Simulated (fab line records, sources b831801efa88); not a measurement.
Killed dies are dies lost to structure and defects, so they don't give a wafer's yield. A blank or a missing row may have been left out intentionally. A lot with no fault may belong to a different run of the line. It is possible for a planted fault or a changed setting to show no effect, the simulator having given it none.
A sampling plan put to the test || flow sky130 || each of the 43 faults these records tell of, on one fab line, judged from the records of the lots it struck
The plan consists of the line's own looks: route steps at which the wafer is read by a gauge or an inspection but not changed. Where struck wafers have a number at a look and the file lists that look's usual mean and standard deviation on fault-free wafers, the look can be judged. Caught: at a look after the fault's first step, the mean of the struck wafers lies 4 or more of those standard deviations (sigma) from the usual mean. On the tool: the test repeated on the tool's own readings taken at the fault's steps. Caught also covers a different recipe on the struck wafers, or a record left blank for those wafers only.

THE FAULTS, as the simulator had put them in
1. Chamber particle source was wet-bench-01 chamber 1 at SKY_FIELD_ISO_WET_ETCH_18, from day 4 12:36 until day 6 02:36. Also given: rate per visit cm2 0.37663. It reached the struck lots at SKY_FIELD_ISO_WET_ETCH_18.
2. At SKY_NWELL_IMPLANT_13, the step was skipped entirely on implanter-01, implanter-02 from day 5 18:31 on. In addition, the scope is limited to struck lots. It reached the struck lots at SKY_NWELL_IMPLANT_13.
3. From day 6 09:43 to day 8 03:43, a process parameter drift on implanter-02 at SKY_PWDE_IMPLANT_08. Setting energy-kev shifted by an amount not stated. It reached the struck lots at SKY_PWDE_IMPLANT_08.
4. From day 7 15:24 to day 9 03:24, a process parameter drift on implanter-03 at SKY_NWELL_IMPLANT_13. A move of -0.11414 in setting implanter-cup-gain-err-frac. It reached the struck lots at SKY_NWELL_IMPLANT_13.
5. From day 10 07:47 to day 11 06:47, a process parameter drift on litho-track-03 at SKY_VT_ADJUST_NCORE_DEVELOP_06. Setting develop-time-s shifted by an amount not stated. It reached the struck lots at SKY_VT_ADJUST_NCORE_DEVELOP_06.
6. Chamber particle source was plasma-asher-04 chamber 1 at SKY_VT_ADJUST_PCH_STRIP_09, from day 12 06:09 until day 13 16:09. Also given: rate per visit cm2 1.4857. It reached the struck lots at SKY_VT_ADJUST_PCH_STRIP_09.
7. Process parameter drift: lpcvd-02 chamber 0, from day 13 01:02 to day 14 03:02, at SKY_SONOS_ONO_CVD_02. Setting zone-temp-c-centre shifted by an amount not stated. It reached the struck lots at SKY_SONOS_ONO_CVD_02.
8. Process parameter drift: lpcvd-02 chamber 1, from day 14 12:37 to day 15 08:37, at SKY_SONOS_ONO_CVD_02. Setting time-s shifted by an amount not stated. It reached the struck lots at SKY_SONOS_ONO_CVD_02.
9. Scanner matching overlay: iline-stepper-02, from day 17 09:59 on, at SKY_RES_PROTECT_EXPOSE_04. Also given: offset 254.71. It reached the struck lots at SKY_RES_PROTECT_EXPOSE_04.
10. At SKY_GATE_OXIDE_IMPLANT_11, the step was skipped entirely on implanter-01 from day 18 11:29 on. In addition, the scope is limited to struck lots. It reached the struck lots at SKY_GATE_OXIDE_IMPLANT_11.
11. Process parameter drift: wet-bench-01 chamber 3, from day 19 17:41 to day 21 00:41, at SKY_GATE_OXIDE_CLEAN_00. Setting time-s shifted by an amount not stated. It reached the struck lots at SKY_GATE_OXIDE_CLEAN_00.
12. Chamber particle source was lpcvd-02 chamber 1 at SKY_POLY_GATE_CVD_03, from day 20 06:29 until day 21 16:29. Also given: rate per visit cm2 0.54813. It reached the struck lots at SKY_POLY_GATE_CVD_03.
13. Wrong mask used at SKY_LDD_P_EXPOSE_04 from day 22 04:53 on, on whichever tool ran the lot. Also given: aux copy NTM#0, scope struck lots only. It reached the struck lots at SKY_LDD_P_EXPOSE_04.
14. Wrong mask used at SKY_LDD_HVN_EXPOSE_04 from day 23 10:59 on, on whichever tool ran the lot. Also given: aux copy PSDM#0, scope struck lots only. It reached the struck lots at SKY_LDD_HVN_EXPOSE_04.
15. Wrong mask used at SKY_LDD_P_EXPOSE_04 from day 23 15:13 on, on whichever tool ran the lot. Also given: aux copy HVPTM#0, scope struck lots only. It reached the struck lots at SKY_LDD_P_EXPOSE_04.
16. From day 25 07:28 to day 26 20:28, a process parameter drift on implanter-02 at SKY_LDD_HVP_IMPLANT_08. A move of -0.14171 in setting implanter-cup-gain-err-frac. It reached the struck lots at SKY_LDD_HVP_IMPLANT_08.
17. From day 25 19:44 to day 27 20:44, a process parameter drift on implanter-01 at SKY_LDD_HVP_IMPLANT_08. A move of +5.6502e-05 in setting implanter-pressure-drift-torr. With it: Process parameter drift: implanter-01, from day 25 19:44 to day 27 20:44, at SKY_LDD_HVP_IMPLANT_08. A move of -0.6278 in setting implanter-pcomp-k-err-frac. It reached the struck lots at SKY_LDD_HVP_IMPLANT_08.
18. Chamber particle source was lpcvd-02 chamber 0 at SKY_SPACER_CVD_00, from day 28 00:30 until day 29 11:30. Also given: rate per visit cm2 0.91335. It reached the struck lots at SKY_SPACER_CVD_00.
19. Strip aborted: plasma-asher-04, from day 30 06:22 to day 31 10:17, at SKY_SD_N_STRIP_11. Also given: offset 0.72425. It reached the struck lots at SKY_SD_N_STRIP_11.
20. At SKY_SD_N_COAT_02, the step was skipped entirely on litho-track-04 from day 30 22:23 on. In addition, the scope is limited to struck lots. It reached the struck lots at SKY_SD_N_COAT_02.
21. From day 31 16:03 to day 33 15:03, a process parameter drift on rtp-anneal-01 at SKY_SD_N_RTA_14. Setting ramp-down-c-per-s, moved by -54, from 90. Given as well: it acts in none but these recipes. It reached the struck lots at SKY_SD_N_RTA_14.
22. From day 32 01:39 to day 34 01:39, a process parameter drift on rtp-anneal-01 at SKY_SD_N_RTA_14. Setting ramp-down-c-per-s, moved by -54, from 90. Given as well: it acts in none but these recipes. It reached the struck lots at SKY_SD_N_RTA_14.
23. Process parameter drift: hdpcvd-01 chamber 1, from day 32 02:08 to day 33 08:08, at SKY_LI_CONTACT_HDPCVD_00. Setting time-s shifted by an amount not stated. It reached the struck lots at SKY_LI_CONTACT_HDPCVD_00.
24. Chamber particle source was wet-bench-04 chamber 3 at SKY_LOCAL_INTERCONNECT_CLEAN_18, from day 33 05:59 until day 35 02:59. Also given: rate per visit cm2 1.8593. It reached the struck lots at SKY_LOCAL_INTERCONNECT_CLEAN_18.
25. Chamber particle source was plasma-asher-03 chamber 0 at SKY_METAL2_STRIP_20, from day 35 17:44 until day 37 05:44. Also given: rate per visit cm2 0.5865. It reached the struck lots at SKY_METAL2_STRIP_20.
26. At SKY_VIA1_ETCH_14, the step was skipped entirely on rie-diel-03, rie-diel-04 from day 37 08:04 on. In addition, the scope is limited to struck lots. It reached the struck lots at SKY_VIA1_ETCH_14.
27. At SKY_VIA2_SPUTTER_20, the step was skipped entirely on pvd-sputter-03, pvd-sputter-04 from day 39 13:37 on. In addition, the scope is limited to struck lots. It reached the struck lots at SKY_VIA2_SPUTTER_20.
28. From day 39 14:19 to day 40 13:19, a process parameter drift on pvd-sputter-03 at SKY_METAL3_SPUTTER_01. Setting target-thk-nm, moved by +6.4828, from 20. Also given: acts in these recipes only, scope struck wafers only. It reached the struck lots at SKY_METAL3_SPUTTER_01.
29. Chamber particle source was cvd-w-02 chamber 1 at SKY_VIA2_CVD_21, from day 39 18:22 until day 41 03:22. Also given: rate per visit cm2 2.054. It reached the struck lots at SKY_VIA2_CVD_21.
30. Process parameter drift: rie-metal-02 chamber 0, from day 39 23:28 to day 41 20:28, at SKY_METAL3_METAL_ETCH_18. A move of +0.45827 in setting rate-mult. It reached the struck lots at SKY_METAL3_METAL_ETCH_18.
31. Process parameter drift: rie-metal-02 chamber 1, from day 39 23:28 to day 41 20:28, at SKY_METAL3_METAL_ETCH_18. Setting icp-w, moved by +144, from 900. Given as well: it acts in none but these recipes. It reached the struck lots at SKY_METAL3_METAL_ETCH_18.
32. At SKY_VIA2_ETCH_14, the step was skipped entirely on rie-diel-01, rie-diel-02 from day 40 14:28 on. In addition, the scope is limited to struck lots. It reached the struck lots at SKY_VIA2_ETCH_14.
33. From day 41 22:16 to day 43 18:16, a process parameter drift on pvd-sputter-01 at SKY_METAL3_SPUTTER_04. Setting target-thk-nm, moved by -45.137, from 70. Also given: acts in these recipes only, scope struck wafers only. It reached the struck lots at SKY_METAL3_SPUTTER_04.
34. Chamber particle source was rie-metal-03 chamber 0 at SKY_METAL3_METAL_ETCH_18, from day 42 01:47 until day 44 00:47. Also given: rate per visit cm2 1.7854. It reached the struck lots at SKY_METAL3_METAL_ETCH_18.
35. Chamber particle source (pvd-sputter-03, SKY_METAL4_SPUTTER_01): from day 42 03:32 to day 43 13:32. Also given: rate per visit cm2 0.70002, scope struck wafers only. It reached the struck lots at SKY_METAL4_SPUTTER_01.
36. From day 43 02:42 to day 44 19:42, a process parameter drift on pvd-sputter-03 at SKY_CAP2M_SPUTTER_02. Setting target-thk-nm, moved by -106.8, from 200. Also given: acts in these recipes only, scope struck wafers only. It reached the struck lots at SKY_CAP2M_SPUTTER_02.
37. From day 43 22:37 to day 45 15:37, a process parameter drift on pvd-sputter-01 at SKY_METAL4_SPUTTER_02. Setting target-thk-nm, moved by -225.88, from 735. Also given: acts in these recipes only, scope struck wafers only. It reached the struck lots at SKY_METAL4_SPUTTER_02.
38. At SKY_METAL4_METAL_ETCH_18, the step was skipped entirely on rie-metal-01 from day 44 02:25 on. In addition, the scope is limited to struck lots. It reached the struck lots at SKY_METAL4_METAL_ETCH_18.
39. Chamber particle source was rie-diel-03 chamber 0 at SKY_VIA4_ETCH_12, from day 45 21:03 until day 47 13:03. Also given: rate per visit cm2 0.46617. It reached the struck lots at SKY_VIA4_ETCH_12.
40. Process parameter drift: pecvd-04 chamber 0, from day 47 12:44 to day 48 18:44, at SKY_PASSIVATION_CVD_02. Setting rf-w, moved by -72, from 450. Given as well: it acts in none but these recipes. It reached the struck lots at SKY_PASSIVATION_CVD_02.
41. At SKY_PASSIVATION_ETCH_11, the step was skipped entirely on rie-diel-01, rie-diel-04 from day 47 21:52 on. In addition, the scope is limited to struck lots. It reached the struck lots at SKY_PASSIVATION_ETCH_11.
42. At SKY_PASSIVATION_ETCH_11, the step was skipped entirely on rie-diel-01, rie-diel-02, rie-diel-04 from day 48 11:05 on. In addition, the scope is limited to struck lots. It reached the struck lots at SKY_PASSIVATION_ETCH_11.
43. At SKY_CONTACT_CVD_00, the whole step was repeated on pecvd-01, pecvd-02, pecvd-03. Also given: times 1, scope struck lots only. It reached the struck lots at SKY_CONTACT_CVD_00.

WHAT THE PLAN SAW
{"fault": 1, "on the tool itself": "no reading that can be judged", "first look that catches it": "not the one look that can be judged after it", "reading, sigma": "-", "median hours from its first step to that look": "-", "hours from the fault's start to the first struck lot there": "-", "judged looks passed uncaught": 1}
{"fault": 2, "on the tool itself": "the tool's record is blank for the struck wafers", "first look that catches it": "SKY_NWELL_RS_MEAS_29", "reading, sigma": "NWELL_RS +13", "median hours from its first step to that look": 19.0, "hours from the fault's start to the first struck lot there": 25, "judged looks passed uncaught": 0}
{"fault": 3, "on the tool itself": "beam-energy-keV -99 or beyond sigma", "first look that catches it": "no look after it can be judged", "reading, sigma": "-", "median hours from its first step to that look": "-", "hours from the fault's start to the first struck lot there": "-", "judged looks passed uncaught": 0}
{"fault": 4, "on the tool itself": "beam-on-s +5.8 sigma", "first look that catches it": "no look after it can be judged", "reading, sigma": "-", "median hours from its first step to that look": "-", "hours from the fault's start to the first struck lot there": "-", "judged looks passed uncaught": 0}
{"fault": 5, "on the tool itself": "no reading that can be judged", "first look that catches it": "SKY_VT_ADJUST_NCORE_CD_MEAS_07", "reading, sigma": "cd-nm -74", "median hours from its first step to that look": 0.1, "hours from the fault's start to the first struck lot there": 3, "judged looks passed uncaught": 0}
{"fault": 6, "on the tool itself": "under 2 sigma", "first look that catches it": "none of the 2 looks that can be judged after it", "reading, sigma": "-", "median hours from its first step to that look": "-", "hours from the fault's start to the first struck lot there": "-", "judged looks passed uncaught": 2}
{"fault": 7, "on the tool itself": "zone-power-centre-pct +34 sigma", "first look that catches it": "SKY_SONOS_ONO_THK_MEAS_03", "reading, sigma": "SONOS_ONO_CVD_02_THK +7.7", "median hours from its first step to that look": 1.1, "hours from the fault's start to the first struck lot there": 8, "judged looks passed uncaught": 0}
{"fault": 8, "on the tool itself": "under 2 sigma", "first look that catches it": "SKY_SONOS_ONO_THK_MEAS_03", "reading, sigma": "SONOS_ONO_CVD_02_THK -6.5", "median hours from its first step to that look": 1.6, "hours from the fault's start to the first struck lot there": 9, "judged looks passed uncaught": 0}
{"fault": 9, "on the tool itself": "no reading that can be judged", "first look that catches it": "not the one look that can be judged after it", "reading, sigma": "-", "median hours from its first step to that look": "-", "hours from the fault's start to the first struck lot there": "-", "judged looks passed uncaught": 1}
{"fault": 10, "on the tool itself": "the tool's record is blank for the struck wafers", "first look that catches it": "SKY_GATE_OXIDE_TW_MEAS_14", "reading, sigma": "GATE_OXIDE_TW -72", "median hours from its first step to that look": 0.3, "hours from the fault's start to the first struck lot there": 4, "judged looks passed uncaught": 0}
{"fault": 11, "on the tool itself": "run-length-s -29 sigma", "first look that catches it": "none of the 5 looks that can be judged after it", "reading, sigma": "-", "median hours from its first step to that look": "-", "hours from the fault's start to the first struck lot there": "-", "judged looks passed uncaught": 5}
{"fault": 12, "on the tool itself": "under 2 sigma", "first look that catches it": "none of the 2 looks that can be judged after it", "reading, sigma": "-", "median hours from its first step to that look": "-", "hours from the fault's start to the first struck lot there": "-", "judged looks passed uncaught": 2}
{"fault": 13, "on the tool itself": "no reading that can be judged", "first look that catches it": "SKY_LDD_P_TW_MEAS_11", "reading, sigma": "LDD_P_TW -69", "median hours from its first step to that look": 15.8, "hours from the fault's start to the first struck lot there": 18, "judged looks passed uncaught": 0}
{"fault": 14, "on the tool itself": "no reading that can be judged", "first look that catches it": "SKY_LDD_HVN_TW_MEAS_10", "reading, sigma": "LDD_HVN_TW -99 or beyond", "median hours from its first step to that look": 15.4, "hours from the fault's start to the first struck lot there": 19, "judged looks passed uncaught": 0}
{"fault": 15, "on the tool itself": "no reading that can be judged", "first look that catches it": "SKY_LDD_P_TW_MEAS_11", "reading, sigma": "LDD_P_TW -69", "median hours from its first step to that look": 15.5, "hours from the fault's start to the first struck lot there": 19, "judged looks passed uncaught": 0}
{"fault": 16, "on the tool itself": "beam-on-s +7.1 sigma", "first look that catches it": "none of the 2 looks that can be judged after it", "reading, sigma": "strongest: LDD_HVP_TW at SKY_LDD_HVP_TW_MEAS_10, +3.5", "median hours from its first step to that look": "-", "hours from the fault's start to the first struck lot there": "-", "judged looks passed uncaught": 2}
{"fault": 17, "on the tool itself": "end-station-pressure-torr +99 or beyond sigma", "first look that catches it": "none of the 2 looks that can be judged after it", "reading, sigma": "strongest: LDD_HVP_TW at SKY_LDD_HVP_TW_MEAS_10, +3.0", "median hours from its first step to that look": "-", "hours from the fault's start to the first struck lot there": "-", "judged looks passed uncaught": 2}
{"fault": 18, "on the tool itself": "under 2 sigma", "first look that catches it": "no look after it can be judged", "reading, sigma": "-", "median hours from its first step to that look": "-", "hours from the fault's start to the first struck lot there": "-", "judged looks passed uncaught": 0}
{"fault": 19, "on the tool itself": "oes-product-au -49 sigma", "first look that catches it": "no look after it can be judged", "reading, sigma": "-", "median hours from its first step to that look": "-", "hours from the fault's start to the first struck lot there": "-", "judged looks passed uncaught": 0}
{"fault": 20, "on the tool itself": "the tool's record is blank for the struck wafers", "first look that catches it": "not the one look that can be judged after it", "reading, sigma": "-", "median hours from its first step to that look": "-", "hours from the fault's start to the first struck lot there": "-", "judged looks passed uncaught": 1}
{"fault": 21, "on the tool itself": "ramp-down-c-per-s -99 or beyond sigma", "first look that catches it": "no look after it can be judged", "reading, sigma": "-", "median hours from its first step to that look": "-", "hours from the fault's start to the first struck lot there": "-", "judged looks passed uncaught": 0}
{"fault": 22, "on the tool itself": "ramp-down-c-per-s -99 or beyond sigma", "first look that catches it": "no look after it can be judged", "reading, sigma": "-", "median hours from its first step to that look": "-", "hours from the fault's start to the first struck lot there": "-", "judged looks passed uncaught": 0}
{"fault": 23, "on the tool itself": "run-length-s +36 sigma", "first look that catches it": "SKY_LI_CONTACT_THK_MEAS_01", "reading, sigma": "LI_CONTACT_HDPCVD_THK +13", "median hours from its first step to that look": 0.1, "hours from the fault's start to the first struck lot there": 12, "judged looks passed uncaught": 0}
{"fault": 24, "on the tool itself": "no reading that can be judged", "first look that catches it": "not the one look that can be judged after it", "reading, sigma": "-", "median hours from its first step to that look": "-", "hours from the fault's start to the first struck lot there": "-", "judged looks passed uncaught": 1}
{"fault": 25, "on the tool itself": "under 2 sigma", "first look that catches it": "not the one look that can be judged after it", "reading, sigma": "-", "median hours from its first step to that look": "-", "hours from the fault's start to the first struck lot there": "-", "judged looks passed uncaught": 1}
{"fault": 26, "on the tool itself": "the tool's record is blank for the struck wafers", "first look that catches it": "no look after it can be judged", "reading, sigma": "-", "median hours from its first step to that look": "-", "hours from the fault's start to the first struck lot there": "-", "judged looks passed uncaught": 0}
{"fault": 27, "on the tool itself": "the tool's record is blank for the struck wafers", "first look that catches it": "no look after it can be judged", "reading, sigma": "-", "median hours from its first step to that look": "-", "hours from the fault's start to the first struck lot there": "-", "judged looks passed uncaught": 0}
{"fault": 28, "on the tool itself": "under 2 sigma", "first look that catches it": "no look after it can be judged", "reading, sigma": "-", "median hours from its first step to that look": "-", "hours from the fault's start to the first struck lot there": "-", "judged looks passed uncaught": 0}
{"fault": 29, "on the tool itself": "under 2 sigma", "first look that catches it": "not the one look that can be judged after it", "reading, sigma": "-", "median hours from its first step to that look": "-", "hours from the fault's start to the first struck lot there": "-", "judged looks passed uncaught": 1}
{"fault": 30, "on the tool itself": "under 2 sigma", "first look that catches it": "no look after it can be judged", "reading, sigma": "-", "median hours from its first step to that look": "-", "hours from the fault's start to the first struck lot there": "-", "judged looks passed uncaught": 0}
{"fault": 31, "on the tool itself": "rf-fwd-power-W +46 sigma", "first look that catches it": "no look after it can be judged", "reading, sigma": "-", "median hours from its first step to that look": "-", "hours from the fault's start to the first struck lot there": "-", "judged looks passed uncaught": 0}
{"fault": 32, "on the tool itself": "the tool's record is blank for the struck wafers", "first look that catches it": "no look after it can be judged", "reading, sigma": "-", "median hours from its first step to that look": "-", "hours from the fault's start to the first struck lot there": "-", "judged looks passed uncaught": 0}
{"fault": 33, "on the tool itself": "under 2 sigma", "first look that catches it": "no look after it can be judged", "reading, sigma": "-", "median hours from its first step to that look": "-", "hours from the fault's start to the first struck lot there": "-", "judged looks passed uncaught": 0}
{"fault": 34, "on the tool itself": "under 2 sigma", "first look that catches it": "no look after it can be judged", "reading, sigma": "-", "median hours from its first step to that look": "-", "hours from the fault's start to the first struck lot there": "-", "judged looks passed uncaught": 0}
{"fault": 35, "on the tool itself": "under 2 sigma", "first look that catches it": "no look after it can be judged", "reading, sigma": "-", "median hours from its first step to that look": "-", "hours from the fault's start to the first struck lot there": "-", "judged looks passed uncaught": 0}
{"fault": 36, "on the tool itself": "under 2 sigma", "first look that catches it": "SKY_CAP2M_RS_MEAS_03", "reading, sigma": "CAP2M_TIN_RS +99 or beyond", "median hours from its first step to that look": 0.1, "hours from the fault's start to the first struck lot there": 6, "judged looks passed uncaught": 0}
{"fault": 37, "on the tool itself": "under 2 sigma", "first look that catches it": "none of the 5 looks that can be judged after it", "reading, sigma": "-", "median hours from its first step to that look": "-", "hours from the fault's start to the first struck lot there": "-", "judged looks passed uncaught": 5}
{"fault": 38, "on the tool itself": "the tool's record is blank for the struck wafers", "first look that catches it": "no look after it can be judged", "reading, sigma": "-", "median hours from its first step to that look": "-", "hours from the fault's start to the first struck lot there": "-", "judged looks passed uncaught": 0}
{"fault": 39, "on the tool itself": "under 2 sigma", "first look that catches it": "none of the 4 looks that can be judged after it", "reading, sigma": "-", "median hours from its first step to that look": "-", "hours from the fault's start to the first struck lot there": "-", "judged looks passed uncaught": 4}
{"fault": 40, "on the tool itself": "rf-fwd-power-W -47 sigma", "first look that catches it": "not the one look that can be judged after it", "reading, sigma": "strongest: PASSIVATION_CVD_02_THK at SKY_PASSIVATION_THK_MEAS_03, -3.2", "median hours from its first step to that look": "-", "hours from the fault's start to the first struck lot there": "-", "judged looks passed uncaught": 1}
{"fault": 41, "on the tool itself": "the tool's record is blank for the struck wafers", "first look that catches it": "no look after it can be judged", "reading, sigma": "-", "median hours from its first step to that look": "-", "hours from the fault's start to the first struck lot there": "-", "judged looks passed uncaught": 0}
{"fault": 42, "on the tool itself": "the tool's record is blank for the struck wafers", "first look that catches it": "no look after it can be judged", "reading, sigma": "-", "median hours from its first step to that look": "-", "hours from the fault's start to the first struck lot there": "-", "judged looks passed uncaught": 0}
{"fault": 43, "on the tool itself": "under 2 sigma", "first look that catches it": "SKY_CONTACT_THK_MEAS_01", "reading, sigma": "CONTACT_CVD_00_THK +64", "median hours from its first step to that look": 0.2, "hours from the fault's start to the first struck lot there": "-", "judged looks passed uncaught": 0}
A dash: this means the fault isn't caught or the number doesn't appear in these records.

Caught at a look: 11 of 43. Caught on the tool: 21 of 43. By one or the other: 28 of 43.
Caught on the tool alone: faults 3, 4, 11, 16, 17, 19, 20, 21, 22, 26, 27, 31, 32, 38, 40, 41, 42.
Caught at a look alone: faults 5, 8, 13, 14, 15, 36, 43.
Caught by neither: faults 1, 6, 9, 12, 18, 24, 25, 28, 29, 30, 33, 34, 35, 37, 39.

THINNER SAMPLING
In the worst case, this is how late the first struck lot would be measured if the look that catches a fault measured only every second or every third lot, by lot number:
{"fault": 2, "struck lots at that look, in order of time": "L825, L826, L827", "every lot": "25 h", "every second lot": "29 h", "every third lot": "39 h"}
{"fault": 5, "struck lots at that look, in order of time": "L200, L202", "every lot": "3 h", "every second lot": "may miss all 2", "every third lot": "may miss all 2"}
{"fault": 7, "struck lots at that look, in order of time": "L697, L699", "every lot": "8 h", "every second lot": "may miss all 2", "every third lot": "may miss all 2"}
{"fault": 8, "struck lots at that look, in order of time": "L708", "every lot": "9 h", "every second lot": "may miss it", "every third lot": "may miss it"}
{"fault": 10, "struck lots at that look, in order of time": "L520, L521, L522", "every lot": "4 h", "every second lot": "11 h", "every third lot": "19 h"}
{"fault": 13, "struck lots at that look, in order of time": "L326", "every lot": "18 h", "every second lot": "may miss it", "every third lot": "may miss it"}
{"fault": 14, "struck lots at that look, in order of time": "L421", "every lot": "19 h", "every second lot": "may miss it", "every third lot": "may miss it"}
{"fault": 15, "struck lots at that look, in order of time": "L623", "every lot": "19 h", "every second lot": "may miss it", "every third lot": "may miss it"}
{"fault": 23, "struck lots at that look, in order of time": "L671", "every lot": "12 h", "every second lot": "may miss it", "every third lot": "may miss it"}
{"fault": 36, "struck lots at that look, in order of time": "L317", "every lot": "6 h", "every second lot": "may miss it", "every third lot": "may miss it"}
Hours: fault start to first struck lot measured. The limit of 4 sigma was tested on all struck wafers together, so one lot alone may lie under it. Other struck lots may not be in these records.

THE LONGEST TIMED WAY FROM STEP TO LOOK
Fault 2: median gap of 19.0 hours between SKY_NWELL_IMPLANT_13 and SKY_NWELL_RS_MEAS_29. No look between them can be judged.
